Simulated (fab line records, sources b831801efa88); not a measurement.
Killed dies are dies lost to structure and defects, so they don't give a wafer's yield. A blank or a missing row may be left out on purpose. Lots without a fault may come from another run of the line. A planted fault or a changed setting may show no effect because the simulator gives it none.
Which tool did it? | flow gf180mcu | 24 lots, 72 wafers sampled, at 6 steps of a route of 602

WHAT THE GAUGES READ, wafer by wafer
GF_V3_BOW_MEAS_05. Usual: V3_BOW 119 um, standard deviation 8.4.
lot  | measured     | on            | V3_BOW (um) | flag
L074 | day 21 11:50 | film_metro-03 | 115 109 121 |
L075 | day 21 22:17 | film_metro-04 | 110 123 122 |
L076 | day 22 03:01 | film_metro-03 | 116 125 112 |
L077 | day 22 17:33 | film_metro-03 | 126 131 120 |
L078 | day 23 00:08 | film_metro-03 | 127 122 127 |
L079 | day 23 11:06 | film_metro-04 | 121 125 117 |
L080 | day 23 16:09 | film_metro-04 | 110 107 117 |
L081 | day 24 00:35 | film_metro-01 | 119 116 118 |
L082 | day 24 05:53 | film_metro-04 | 115 106 103 |
L083 | day 24 12:48 | film_metro-03 | 119 137 122 |
L084 | day 25 02:50 | film_metro-03 | 129 120 119 |
L085 | day 25 16:26 | film_metro-03 | 132 126 131 |
L086 | day 25 17:03 | film_metro-04 | 115 113 120 |
L087 | day 26 00:29 | film_metro-01 | 115 125 119 |
L088 | day 26 04:53 | film_metro-04 | 125 120 123 |
L089 | day 26 10:37 | film_metro-03 | 121 115 115 |
L090 | day 26 23:00 | film_metro-04 | 113 121 105 |
L091 | day 27 03:59 | film_metro-04 | 103 119 98  |
L092 | day 27 10:17 | film_metro-03 | 107 113 113 |
L093 | day 27 18:14 | film_metro-03 | 125 130 124 |
L094 | day 28 02:36 | film_metro-03 | 109 116 110 |
L095 | day 28 14:19 | film_metro-04 | 116 118 128 |
L096 | day 28 15:55 | film_metro-01 | 125 113 112 |
L097 | day 28 21:25 | film_metro-04 | 103 117 108 |

GF_M4_CD_MEAS_14: target cd 280 nm. Usual: cd_nm 279.5 nm, standard deviation 1.3.
lot  | measured     | on        | cd_nm (nm)        | flag
L074 | day 23 11:20 | cd_sem-02 | 278.8 279.2 279.8 |
L075 | day 23 21:04 | cd_sem-02 | 280.9 281.6 280.7 |
L076 | day 24 00:44 | cd_sem-01 | 280.6 280.0 281.0 |
L077 | day 24 16:31 | cd_sem-02 | 278.6 278.8 280.2 |
L078 | day 24 22:29 | cd_sem-01 | 280.4 279.4 279.7 |
L079 | day 25 08:17 | cd_sem-02 | 280.6 279.1 279.8 |
L080 | day 25 12:20 | cd_sem-02 | 279.2 279.2 278.8 |
L081 | day 25 21:43 | cd_sem-02 | 277.5 277.4 276.6 |
L082 | day 26 01:38 | cd_sem-01 | 277.7 279.6 280.0 |
L083 | day 26 08:29 | cd_sem-02 | 280.8 278.8 279.7 |
L084 | day 26 22:26 | cd_sem-01 | 278.3 280.1 279.7 |
L085 | day 27 11:17 | cd_sem-02 | 278.3 276.2 278.8 |
L086 | day 27 11:38 | cd_sem-01 | 279.8 279.1 278.8 |
L087 | day 27 18:46 | cd_sem-02 | 279.6 279.4 280.5 |
L088 | day 27 22:02 | cd_sem-02 | 278.9 280.4 279.2 |
L089 | day 28 04:59 | cd_sem-02 | 279.2 278.8 279.2 |
L090 | day 28 16:32 | cd_sem-02 | 281.3 282.0 282.0 |
L091 | day 28 20:23 | cd_sem-01 | 278.3 278.3 278.6 |
L092 | day 29 02:29 | cd_sem-01 | 280.5 278.8 280.3 |
L093 | day 29 10:18 | cd_sem-02 | 278.3 279.5 277.9 |
L094 | day 29 18:11 | cd_sem-01 | 279.5 279.7 279.0 |
L095 | day 30 06:14 | cd_sem-02 | 280.0 279.4 279.5 |
L096 | day 30 07:07 | cd_sem-02 | 281.1 280.5 280.9 |
L097 | day 30 13:05 | cd_sem-01 | 276.5 277.4 276.7 |

GF_M5_CD_MEAS_07: target cd 280 nm. Usual: cd_nm 279.9 nm, standard deviation 1.3.
lot  | measured     | on        | cd_nm (nm)        | flag
L074 | day 26 08:20 | cd_sem-01 | 281.0 280.4 280.1 |
L075 | day 26 16:56 | cd_sem-02 | 279.3 280.8 281.4 |
L076 | day 26 19:29 | cd_sem-01 | 278.9 280.6 279.8 |
L077 | day 27 11:04 | cd_sem-01 | 279.6 278.3 278.7 |
L078 | day 27 16:58 | cd_sem-01 | 281.5 280.6 282.4 |
L079 | day 28 02:10 | cd_sem-01 | 279.4 280.6 279.2 |
L080 | day 28 03:38 | cd_sem-01 | 282.6 280.8 282.2 |
L081 | day 28 14:52 | cd_sem-02 | 281.0 280.0 281.4 |
L082 | day 28 17:31 | cd_sem-01 | 279.5 279.8 279.9 |
L083 | day 28 21:43 | cd_sem-01 | 279.8 278.9 279.6 |
L084 | day 29 13:53 | cd_sem-02 | 279.7 279.7 280.1 |
L085 | day 30 01:14 | cd_sem-02 | 279.3 278.9 279.7 |
L086 | day 30 02:13 | cd_sem-02 | 280.6 279.8 281.3 |
L087 | day 30 07:34 | cd_sem-01 | 277.7 278.2 276.6 |
L088 | day 30 11:23 | cd_sem-02 | 278.8 279.7 279.6 |
L089 | day 30 17:02 | cd_sem-02 | 280.0 279.8 279.4 |
L090 | day 31 03:43 | cd_sem-01 | 278.1 279.1 278.5 |
L091 | day 31 07:54 | cd_sem-02 | 280.7 279.2 280.0 |
L092 | day 31 12:37 | cd_sem-02 | 278.2 278.8 278.6 |
L093 | day 31 19:58 | cd_sem-02 | 283.5 283.0 283.3 |
L094 | day 32 03:04 | cd_sem-02 | 282.5 281.3 281.3 |
L095 | day 32 14:11 | cd_sem-01 | 280.6 279.9 279.5 |
L096 | day 32 15:08 | cd_sem-01 | 279.7 279.1 278.9 |
L097 | day 32 19:02 | cd_sem-01 | 280.0 280.1 279.7 |

WHICH TOOL RAN EACH LOT (tool, then ch and the chambers of the sampled wafers, then the start)
lot  | GF_M4_SPUTTER_02             | GF_M4_SPUTTER_03             | GF_MIM_SPUTTER_03
L074 | pvd_sputter-02, day 22 12:28 | pvd_sputter-02, day 22 12:30 | pvd_sputter-01, day 24 13:46
L075 | pvd_sputter-02, day 22 23:09 | pvd_sputter-02, day 22 23:11 | pvd_sputter-01, day 24 22:34
L076 | pvd_sputter-02, day 23 02:32 | pvd_sputter-02, day 23 02:34 | pvd_sputter-03, day 25 02:21
L077 | pvd_sputter-03, day 23 18:07 | pvd_sputter-03, day 23 18:09 | pvd_sputter-01, day 25 16:56
L078 | pvd_sputter-04, day 24 00:24 | pvd_sputter-04, day 24 00:26 | pvd_sputter-03, day 25 23:39
L079 | pvd_sputter-04, day 24 11:20 | pvd_sputter-04, day 24 11:22 | pvd_sputter-03, day 26 09:04
L080 | pvd_sputter-03, day 24 15:38 | pvd_sputter-03, day 24 15:40 | pvd_sputter-01, day 26 10:59
L081 | pvd_sputter-03, day 25 00:46 | pvd_sputter-03, day 25 00:47 | pvd_sputter-03, day 26 22:22
L082 | pvd_sputter-03, day 25 05:17 | pvd_sputter-03, day 25 05:19 | pvd_sputter-04, day 27 01:10
L083 | pvd_sputter-03, day 25 11:26 | pvd_sputter-03, day 25 11:28 | pvd_sputter-04, day 27 08:01
L084 | pvd_sputter-02, day 26 00:58 | pvd_sputter-02, day 26 01:00 | pvd_sputter-04, day 27 22:13
L085 | pvd_sputter-04, day 26 14:32 | pvd_sputter-04, day 26 14:34 | pvd_sputter-04, day 28 10:35
L086 | pvd_sputter-03, day 26 15:11 | pvd_sputter-03, day 26 15:13 | pvd_sputter-01, day 28 10:59
L087 | pvd_sputter-03, day 26 22:47 | pvd_sputter-03, day 26 22:49 | pvd_sputter-04, day 28 17:38
L088 | pvd_sputter-03, day 27 02:52 | pvd_sputter-03, day 27 02:54 | pvd_sputter-01, day 28 20:58
L089 | pvd_sputter-03, day 27 09:14 | pvd_sputter-03, day 27 09:16 | pvd_sputter-01, day 29 02:46
L090 | pvd_sputter-02, day 27 20:57 | pvd_sputter-02, day 27 20:59 | pvd_sputter-04, day 29 14:34
L091 | pvd_sputter-04, day 28 01:31 | pvd_sputter-04, day 28 01:33 | pvd_sputter-01, day 29 19:04
L092 | pvd_sputter-03, day 28 07:17 | pvd_sputter-03, day 28 07:19 | pvd_sputter-03, day 30 00:00
L093 | pvd_sputter-03, day 28 15:06 | pvd_sputter-03, day 28 15:08 | pvd_sputter-03, day 30 08:08
L094 | pvd_sputter-04, day 28 22:59 | pvd_sputter-04, day 28 23:01 | pvd_sputter-04, day 30 15:42
L095 | pvd_sputter-04, day 29 11:14 | pvd_sputter-04, day 29 11:16 | pvd_sputter-03, day 31 03:22
L096 | pvd_sputter-02, day 29 12:15 | pvd_sputter-02, day 29 12:17 | pvd_sputter-03, day 31 04:35
L097 | pvd_sputter-04, day 29 18:43 | pvd_sputter-04, day 29 18:44 | pvd_sputter-03, day 31 09:52
- GF_M4_SPUTTER_02: material AlCu, target thk 450 nm, time 23.9 s.
- GF_M4_SPUTTER_03: material Ti, target thk 10 nm, time 6.7 s.
- GF_MIM_SPUTTER_03: material Ti, target thk 10 nm, time 6.7 s.

WHAT THE TOOLS THEMSELVES READ (means of the sampled wafers that have a number; where no wafer has one, the mark that the record gives instead)
GF_M4_SPUTTER_02. Usual: throttle_valve_pct 30.2 %, standard deviation 1.6.
lot  | tool           | throttle_valve_pct (%) | flag
L074 | pvd_sputter-02 | 29.3                   |
L075 | pvd_sputter-02 | 29.2                   |
L076 | pvd_sputter-02 | 29.6                   |
L077 | pvd_sputter-03 | 30.7                   |
L078 | pvd_sputter-04 | 29.6                   |
L079 | pvd_sputter-04 | 29.9                   |
L080 | pvd_sputter-03 | 30.6                   |
L081 | pvd_sputter-03 | 32.3                   |
L082 | pvd_sputter-03 | 32.3                   |
L083 | pvd_sputter-03 | 31.8                   |
L084 | pvd_sputter-02 | 29.9                   |
L085 | pvd_sputter-04 | 30.7                   |
L086 | pvd_sputter-03 | 30.1                   |
L087 | pvd_sputter-03 | 30.2                   |
L088 | pvd_sputter-03 | 30.2                   |
L089 | pvd_sputter-03 | 29.3                   |
L090 | pvd_sputter-02 | 29.0                   |
L091 | pvd_sputter-04 | 30.7                   |
L092 | pvd_sputter-03 | 30.1                   |
L093 | pvd_sputter-03 | 30.3                   |
L094 | pvd_sputter-04 | 31.6                   |
L095 | pvd_sputter-04 | 30.8                   |
L096 | pvd_sputter-02 | 29.1                   |
L097 | pvd_sputter-04 | 30.9                   |

GF_M4_SPUTTER_03. Usual: throttle_valve_pct 30.2 %, standard deviation 1.6.
lot  | tool           | throttle_valve_pct (%) | flag
L074 | pvd_sputter-02 | 29.2                   |
L075 | pvd_sputter-02 | 29.4                   |
L076 | pvd_sputter-02 | 29.7                   |
L077 | pvd_sputter-03 | 30.9                   |
L078 | pvd_sputter-04 | 29.6                   |
L079 | pvd_sputter-04 | 30.0                   |
L080 | pvd_sputter-03 | 30.7                   |
L081 | pvd_sputter-03 | 32.3                   |
L082 | pvd_sputter-03 | 32.3                   |
L083 | pvd_sputter-03 | 31.7                   |
L084 | pvd_sputter-02 | 29.8                   |
L085 | pvd_sputter-04 | 30.5                   |
L086 | pvd_sputter-03 | 30.0                   |
L087 | pvd_sputter-03 | 30.2                   |
L088 | pvd_sputter-03 | 30.2                   |
L089 | pvd_sputter-03 | 29.6                   |
L090 | pvd_sputter-02 | 28.9                   |
L091 | pvd_sputter-04 | 30.7                   |
L092 | pvd_sputter-03 | 30.2                   |
L093 | pvd_sputter-03 | 30.1                   |
L094 | pvd_sputter-04 | 31.7                   |
L095 | pvd_sputter-04 | 30.9                   |
L096 | pvd_sputter-02 | 29.0                   |
L097 | pvd_sputter-04 | 31.0                   |

GF_MIM_SPUTTER_03. Usual: throttle_valve_pct 30.3 %, standard deviation 1.3.
lot  | tool           | throttle_valve_pct (%) | flag
L074 | pvd_sputter-01 | 30.2                   |
L075 | pvd_sputter-01 | 30.1                   |
L076 | pvd_sputter-03 | 30.3                   |
L077 | pvd_sputter-01 | 30.2                   |
L078 | pvd_sputter-03 | 30.1                   |
L079 | pvd_sputter-03 | 30.2                   |
L080 | pvd_sputter-01 | 30.1                   |
L081 | pvd_sputter-03 | 29.9                   |
L082 | pvd_sputter-04 | 31.2                   |
L083 | pvd_sputter-04 | 31.7                   |
L084 | pvd_sputter-04 | 29.8                   |
L085 | pvd_sputter-04 | 29.8                   |
L086 | pvd_sputter-01 | 30.0                   |
L087 | pvd_sputter-04 | 29.6                   |
L088 | pvd_sputter-01 | 30.1                   |
L089 | pvd_sputter-01 | 29.6                   |
L090 | pvd_sputter-04 | 30.8                   |
L091 | pvd_sputter-01 | 30.2                   |
L092 | pvd_sputter-03 | 30.0                   |
L093 | pvd_sputter-03 | 30.1                   |
L094 | pvd_sputter-04 | 31.0                   |
L095 | pvd_sputter-03 | 32.3                   |
L096 | pvd_sputter-03 | 31.4                   |
L097 | pvd_sputter-03 | 30.9                   |

THE ANSWER, worked out from the rows above alone
Rule: a lot is off if the mean of its wafers that have a number lies more than 3 standard deviations from the usual mean. A lot without any number at a reading at which 4 lots or more have one is off too. The other lots that the step has rows for count as sound. The gauges are gone through in route order, then the tools' own readings, and for those a lot's mean is taken as printed above. The first step at which some lot is off is used, and at that step the reading that is off furthest; a lot without a number counts as furthest.
No lot is off at any reading shown: from this, nothing can be told.

WHAT THE SIMULATOR HAD PUT IN
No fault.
